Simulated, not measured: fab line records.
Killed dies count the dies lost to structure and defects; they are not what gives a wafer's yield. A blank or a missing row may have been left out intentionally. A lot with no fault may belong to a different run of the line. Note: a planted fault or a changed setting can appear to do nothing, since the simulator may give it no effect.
Which of the tools did it? ; flow sky130 ; 36 wafers from 12 lots sampled at 5 of the route's 708 steps

== WHAT EACH GAUGE READ, for each wafer ==
SKY_SONOS_ONO_THK_MEAS_01.
lot;measured;on;SONOS_ONO_OXIDATION_THK (nm)
L707;day 12 06:01;film metro-01;2.51 2.55 2.57
L708;day 12 11:53;film metro-01;2.64 2.57 2.62
L709;day 12 20:38;film metro-01;2.62 2.56 2.60
L710;day 13 06:00;film metro-03;2.47 2.49 2.37
L712;day 13 23:06;film metro-02;2.61 2.59 2.60
L715;day 15 00:50;film metro-03;2.51 2.55 2.50
L716;day 15 04:41;film metro-03;2.60 2.60 2.64
L721;day 16 17:28;film metro-03;2.63 2.55 2.62
L722;day 17 12:51;film metro-01;2.64 2.56 2.60
L725;day 18 06:33;film metro-02;2.95 2.95 2.89 3.00 2.98 3.00
L726;day 18 06:33;film metro-01;3.03 2.99 2.98 2.98 2.98 2.99
L728;day 18 21:58;film metro-03;2.54 2.55 2.50

SKY_SONOS_ONO_CD_MEAS_13: target cd 410 nm.
lot;measured;on;cd nm (nm)
L707;day 13 09:38;cd sem-01;406.4 408.8 405.1
L708;day 13 16:50;cd sem-01;409.3 408.8 410.3
L709;day 14 00:12;cd sem-02;412.2 410.9 409.9
L710;day 14 10:42;cd sem-02;408.8 409.6 410.0
L712;day 15 04:10;cd sem-02;413.2 413.9 413.9
L715;day 16 07:16;cd sem-01;406.7 408.0 407.7
L716;day 16 10:41;cd sem-02;410.4 407.5 407.3
L721;day 18 00:54;cd sem-02;408.0 407.1 410.2
L722;day 18 20:09;cd sem-01;410.9 410.1 411.6
L725;day 19 14:54;cd sem-02;414.6 412.8 411.2
L726;day 19 15:12;cd sem-01;408.0 408.2 407.0
L728;day 20 06:28;cd sem-02;411.7 409.2 410.0

SKY_LI_CONTACT_BOW_MEAS_03.
lot;measured;on;LI_CONTACT_BOW (um)
L707;day 28 13:53;film metro-02;54 50 50
L708;day 28 21:59;film metro-02;62 73 55
L709;day 29 11:26;film metro-03;57 51 63
L710;day 29 19:49;film metro-04;62 52 49
L712;day 30 16:57;film metro-04;58 51 56
L715;day 31 18:27;film metro-04;56 56 55
L716;day 31 19:37;film metro-04;62 50 50
L721;day 33 07:07;film metro-02;58 61 55
L722;day 33 23:43;film metro-02;60 45 60
L725;day 34 13:56;film metro-03;56 50 57
L726;day 34 14:19;film metro-04;65 70 56
L728;day 35 02:45;film metro-04;61 36 53

SKY_METAL1_CD_MEAS_15: target cd 140 nm.
lot;measured;on;cd nm (nm)
L707;day 33 08:08;cd sem-01;140.4 140.2 140.6
L708;day 33 16:00;cd sem-02;138.8 138.7 139.8
L709;day 34 08:48;cd sem-02;140.5 140.0 141.3
L710;day 34 14:36;cd sem-02;138.9 139.4 139.7
L712;day 35 06:55;cd sem-02;141.0 140.8 141.2
L715;day 36 07:49;cd sem-02;139.1 138.7 137.6
L716;day 36 08:57;cd sem-01;138.7 138.3 137.9
L721;day 37 20:20;cd sem-02;140.0 139.1 137.8
L722;day 38 11:30;cd sem-01;140.7 141.0 141.4
L725;day 39 02:24;cd sem-01;140.4 139.1 140.4
L726;day 39 02:45;cd sem-01;139.9 140.9 141.0
L728;day 39 13:13;cd sem-01;137.5 139.3 139.5

== WHAT TOOL EACH LOT RAN ON (gives the tool, then ch and the chambers of the sampled wafers, and finally the start) ==
lot;SKY_SONOS_ONO_OXIDATION_00
L707;furnace-01 ch 0, day 12 04:38
L708;furnace-01 ch 0, day 12 10:32
L709;furnace-01 ch 0, day 12 19:17
L710;furnace-01 ch 0, day 13 04:39
L712;furnace-01 ch 0, day 13 21:44
L715;furnace-01 ch 0, day 14 23:28
L716;furnace-01 ch 0, day 15 03:21
L721;furnace-02 ch 0, day 16 16:08
L722;furnace-02 ch 0, day 17 11:30
L725;furnace-02 ch 0, day 18 05:12
L726;furnace-02 ch 0, day 18 05:12
L728;furnace-01 ch 0, day 18 20:37
- SKY_SONOS_ONO_OXIDATION_00: stabilise 600 s, purge 300 s, target thk 2.6 nm.

== WHAT THE TOOLS THEMSELVES READ (means of the sampled wafers that have a number; where no wafer has one, the mark that the record gives instead) ==
SKY_SONOS_ONO_OXIDATION_00.
lot;tool;spike tc bottom C (C);spike tc centre C (C);spike tc lower C (C);spike tc top C (C);spike tc upper C (C)
L707;furnace-01;815.8;801.2;797.3;817.2;800.8
L708;furnace-01;814.9;801.9;797.9;817.9;800.7
L709;furnace-01;815.6;801.2;797.3;818.0;799.4
L710;furnace-01;816.4;800.7;798.3;816.1;801.2
L712;furnace-01;815.7;801.4;798.2;818.5;799.7
L715;furnace-01;815.3;802.0;798.4;816.6;800.6
L716;furnace-01;816.1;801.2;798.2;816.8;800.8
L721;furnace-02;821.1;802.2;801.4;812.5;802.5
L722;furnace-02;822.4;803.3;800.2;813.1;801.8
L725;furnace-02;832.6;811.4;810.1;821.8;811.3
L726;furnace-02;831.7;813.0;811.2;822.5;812.4
L728;furnace-01;816.7;801.8;799.1;818.3;800.5

== THE ANSWER, worked out from the rows above alone ==
Rule: what is usual is taken from the lots themselves. Put in order of their means at a reading, lots are off if they are a third of the lots or fewer, leave a main group of 4 or more, and stand apart from it by a gap of 3 or more times the standard deviation of the main group's means; of several such gaps the widest counts. The tables above print the reading to a certain number of digits; a main group whose means all agree to those digits is not used. A lot without any number at a reading at which 4 lots or more have one is off too. All remaining lots with rows at the step are treated as sound. First the gauges in route order, then the tools' own readings, where a lot's mean is used as printed above. The first step at which some lot is off is used, and at that step the reading that is off furthest; a lot without a number counts as furthest.
Off: L725, L726, seen at SKY_SONOS_ONO_THK_MEAS_01 (SONOS_ONO_OXIDATION_THK). Main group: mean 2.57 nm, sd 0.052.
If a tool, at a process step before that reading, ran all the lots that are off and no sound lot after the first of them, it fits. The gauges at SKY_SONOS_ONO_THK_MEAS_01 aren't tried: what is off there is off at SKY_SONOS_ONO_OXIDATION_00 too, on other tools, and a gauge's error can't cause that. One candidate fits, namely furnace-02 at SKY_SONOS_ONO_OXIDATION_00. A fault onset in the window from L722 (day 17 11:30, its last sound lot) to L725 (day 18 05:12, its first lot off) fits.
The tool's own readings at SKY_SONOS_ONO_OXIDATION_00 bear it out: on the lots that are off they differ by more than 5 times the standard deviation of the sound lots' means. spike tc bottom C reads 832.2 C there against 817.0 C on the sound lots; spike tc centre C reads 812.2 C there against 801.7 C on the sound lots; spike tc lower C reads 810.7 C there against 798.6 C on the sound lots; spike tc upper C reads 811.8 C there against 800.8 C on the sound lots.

== WHAT THE SIMULATOR HAD INSERTED ==
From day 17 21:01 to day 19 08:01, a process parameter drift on furnace-02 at SKY_SONOS_ONO_OXIDATION_00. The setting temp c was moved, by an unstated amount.
Shown lots that were struck: L725, L726. This agrees with what the rule above found.
